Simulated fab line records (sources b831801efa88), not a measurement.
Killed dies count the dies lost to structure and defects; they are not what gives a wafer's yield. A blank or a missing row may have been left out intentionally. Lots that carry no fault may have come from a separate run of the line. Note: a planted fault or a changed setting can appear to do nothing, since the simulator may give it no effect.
Struck lot and sound lot, side by side || flow sfq line || 42 steps out of a route of 325
Sound: these wafers, L409.2, L409.4, L409.5. Struck: wafer L413.3 (L413.1, L413.4, from the same lot, were not struck and are left out); the cause is given at the end.
At each step with rows: each side's tool, then ch and its chambers, then its first start. Under that, the readings that differ: sound wafers || struck wafers || difference of the means || sigmas: that difference in standard deviations of wafers without a fault.
alike: same words and numbers on both sides, and readings whose means sit less than 2 such deviations apart. not compared: any withheld reading, any reading some wafer has no value for, any bound like >300 that may hide the same value, and any number with overlapping values for which the record gives no deviation.
The two part at a step that has a row with sigmas, a row that says differs or no value, or rows on one side only. Numbers that don't overlap but have no deviation are shown without sigmas and don't part them. Lack of a reading on every wafer of one side parts them only where that side has two or more wafers.

first, 6 steps without rows for these wafers: SFQ_TRILAYER_I0_VIA_LITHO_COAT_036 (resist thk 62 nm); SFQ_TRILAYER_I0_VIA_LITHO_COAT_031 (resist thk 650 nm); SFQ_TRILAYER_I0_VIA_LITHO_SOFTBAKE_035; SFQ_TRILAYER_I0_VIA_LITHO_EXPOSE_032 (exposes mask I0, target cd 500 nm); SFQ_TRILAYER_I0_VIA_LITHO_PEB_034 (peb time 60 s); SFQ_TRILAYER_I0_VIA_LITHO_DEVELOP_033 (time 60 s).
SFQ_I0_OVL_MEAS_908:
  sound on overlay-02 at day 19 06:19; struck on overlay-02 at day 21 16:22
  alike: I0_OVL
then, 2 steps without rows for these wafers: SFQ_TRILAYER_I0_VIA_BARC_OPEN_VIA_ETCH_046 (etches BARC in O2, target depth 125 nm, time 41.7 s); SFQ_TRILAYER_I0_VIA_ETCH_VIA_ETCH_034 (etches SiO2 in CHF3, stops on Nb, target depth 260 nm).
SFQ_TRILAYER_I0_VIA_STRIP_STRIP_035: strips in O2.
  sound on rie metal-03 ch 0, day 19 06:31; struck on rie metal-04 ch 0, day 21 16:34
  alike: drypump motor current A, he backside leak sccm, oes product au
  not compared: rf hours counter h
then, 2 steps without rows for these wafers: SFQ_TRILAYER_I0_VIA_STRIP_SOLV_CLEAN_036 (cleans in NMP, time 600 s); SFQ_TRILAYER_M1_DEP_PRE_CLEAN_038 (time 22.5 s).
SFQ_TRILAYER_M1_DEP_SPUTTER_037: material Nb, target thk 200 nm, time 133.3 s.
  sound on pvd sputter-05 at day 19 07:19; struck on pvd sputter-04 at day 21 17:22
{"reading": "model.Nb_of_TRILAYER_M1_DEP_SPUTTER_037.thk nm (nm)", "sound": "198.3 197.2 197.2", "struck": 192.3, "difference": -5.3, "sigmas": ""}
  alike: substrate temp c, throttle valve pct
SFQ_M1_RS_MEAS_909: uses a four-point probe to measure.
  sound on film metro-03 at day 19 07:25; struck on film metro-03 at day 21 17:27
{"reading": "M1_NB_RS (ohm/sq)", "sound": "0.898 0.903 0.903", "struck": 0.924, "difference": "+0.023", "sigmas": "+2"}
then, 6 steps without rows for these wafers: SFQ_TRILAYER_M1_LITHO_COAT_044 (resist thk 62 nm); SFQ_TRILAYER_M1_LITHO_COAT_039 (resist thk 600 nm); SFQ_TRILAYER_M1_LITHO_SOFTBAKE_043; SFQ_TRILAYER_M1_LITHO_EXPOSE_040 (exposes mask M1, target cd 500 nm); SFQ_TRILAYER_M1_LITHO_PEB_042 (peb time 60 s); SFQ_TRILAYER_M1_LITHO_DEVELOP_041 (time 60 s).
-- the record jumps here: 7 days lie between the struck wafers' starts before and after --
SFQ_M1_OVL_MEAS_911:
  sound on overlay-02 at day 25 21:55; struck on overlay-01 at day 28 06:26
  alike: M1_OVL
then, 1 step without rows for these wafers: SFQ_TRILAYER_M1_BARC_OPEN_METAL_ETCH_054 (etches BARC in O2, target depth 125 nm, time 41.7 s).
SFQ_TRILAYER_M1_ETCH_METAL_ETCH_042: etches Nb in Cl2/Ar, stops on SiO2, target depth 240 nm, time 120 s.
  sound on rie metal-01 ch 0,1, day 25 22:01; struck on rie metal-02 ch 1, day 28 06:32
{"reading": "drypump motor current A (A)", "sound": "5.4 5.4 5.4", "struck": 6.4, "difference": "+1.0", "sigmas": "+3"}
{"reading": "model.M1.feature depth nm (nm)", "sound": "198.3 197.2 197.2", "struck": 192.3, "difference": -5.3, "sigmas": ""}
{"reading": "model.etch.depth nm (nm)", "sound": "198.3 197.2 197.2", "struck": 192.3, "difference": -5.3, "sigmas": ""}
  alike: he backside leak sccm, oes product au
  not compared: rf hours counter h
SFQ_TRILAYER_M1_STRIP_STRIP_043: strips in O2.
  sound on rie metal-01 ch 0,1, day 25 22:08; struck on rie metal-02 ch 1, day 28 06:40
{"reading": "drypump motor current A (A)", "sound": "5.3 5.4 5.4", "struck": 6.5, "difference": "+1.1", "sigmas": "+3"}
{"reading": "he backside leak sccm (sccm)", "sound": "3.88 3.75 3.75", "struck": 3.11, "difference": -0.68, "sigmas": -2}
  alike: oes product au
  not compared: rf hours counter h
then, 1 step without rows for these wafers: SFQ_TRILAYER_M1_STRIP_SOLV_CLEAN_044 (cleans in NMP, time 600 s).
SFQ_TRILAYER_I1_DEP_PECVD_045: deposits SiO2 from SiH4/N2O, time 111.11 s, target thk 500 nm.
  sound on pecvd-02 ch 1, day 25 22:55; struck on pecvd-01 ch 0, day 28 07:26
  alike: heater power outer w, heater power w, throttle valve pct
then, 1 step without rows for these wafers: SFQ_TRILAYER_I1_CMP_CMP_046 (polishes SiO2).
SFQ_I1_BOW_MEAS_912:
  sound on film metro-01 at day 26 02:02; struck on film metro-01 at day 28 10:35
  alike: I1_BOW
then, 7 steps without rows for these wafers: SFQ_TRILAYER_I1_METRO_MEASURE_047; SFQ_TRILAYER_I1_VIA_LITHO_COAT_054 (resist thk 62 nm); SFQ_TRILAYER_I1_VIA_LITHO_COAT_049 (resist thk 650 nm); SFQ_TRILAYER_I1_VIA_LITHO_SOFTBAKE_053; SFQ_TRILAYER_I1_VIA_LITHO_EXPOSE_050 (exposes mask I1, target cd 500 nm); SFQ_TRILAYER_I1_VIA_LITHO_PEB_052 (peb time 60 s); SFQ_TRILAYER_I1_VIA_LITHO_DEVELOP_051 (time 60 s).
SFQ_I1_OVL_MEAS_913:
  sound on overlay-01 at day 26 05:36; struck on overlay-01 at day 30 06:14
  alike: I1_OVL
then, 1 step without rows for these wafers: SFQ_TRILAYER_I1_VIA_BARC_OPEN_VIA_ETCH_071 (etches BARC in O2, target depth 125 nm, time 41.7 s).
SFQ_TRILAYER_I1_VIA_ETCH_VIA_ETCH_052: etches SiO2 in CHF3, stops on Nb, target depth 260 nm.
  sound on rie diel-04 ch 0,3, day 26 05:40; struck on rie diel-02 ch 1, day 30 06:19
  alike: drypump motor current A, oes product au
SFQ_TRILAYER_I1_VIA_STRIP_STRIP_053: strips in O2.
  sound on rie metal-02 ch 0,1, day 26 05:47; struck on rie metal-01 ch 0, day 30 06:25
  alike: drypump motor current A, he backside leak sccm, oes product au
  not compared: rf hours counter h
then, 2 steps without rows for these wafers: SFQ_TRILAYER_I1_VIA_STRIP_SOLV_CLEAN_054 (cleans in NMP, time 600 s); SFQ_TRILAYER_M2_DEP_PRE_CLEAN_056 (time 22.5 s).
-- the record jumps here: 53 days lie between the struck wafers' starts before and after --
SFQ_M8_BOW_MEAS_951:
  sound on film metro-04 at day 80 01:35; struck on film metro-04 at day 83 02:53
{"reading": "model.etest.m1.ohm um", "sound": "1.778 1.795 1.799", "struck": 1.859, "difference": "+0.068", "sigmas": ""}
{"reading": "model.etest.i0.link ohm", "sound": "1.97 1.986 1.983", "struck": 2.005, "difference": "+0.025", "sigmas": ""}
{"reading": "model.etest.m1.ohm sq", "sound": "0.8976 0.9022 0.9023", "struck": 0.9256, "difference": "+0.0249", "sigmas": ""}
{"reading": "model.etest.i1.link ohm", "sound": "1.972 1.968 1.976", "struck": 2.002, "difference": "+0.030", "sigmas": ""}
  alike: M8_BOW

== WHERE THEY PART ==
Earliest at SFQ_M1_RS_MEAS_909; latest, in this record, at SFQ_TRILAYER_M1_STRIP_STRIP_043. Later steps at which nothing parts them and some readings are alike: SFQ_TRILAYER_I1_DEP_PECVD_045, SFQ_I1_BOW_MEAS_912, SFQ_I1_OVL_MEAS_913, SFQ_TRILAYER_I1_VIA_ETCH_VIA_ETCH_052, SFQ_TRILAYER_I1_VIA_STRIP_STRIP_053, SFQ_M8_BOW_MEAS_951.

WHY: what had been put in by the simulator
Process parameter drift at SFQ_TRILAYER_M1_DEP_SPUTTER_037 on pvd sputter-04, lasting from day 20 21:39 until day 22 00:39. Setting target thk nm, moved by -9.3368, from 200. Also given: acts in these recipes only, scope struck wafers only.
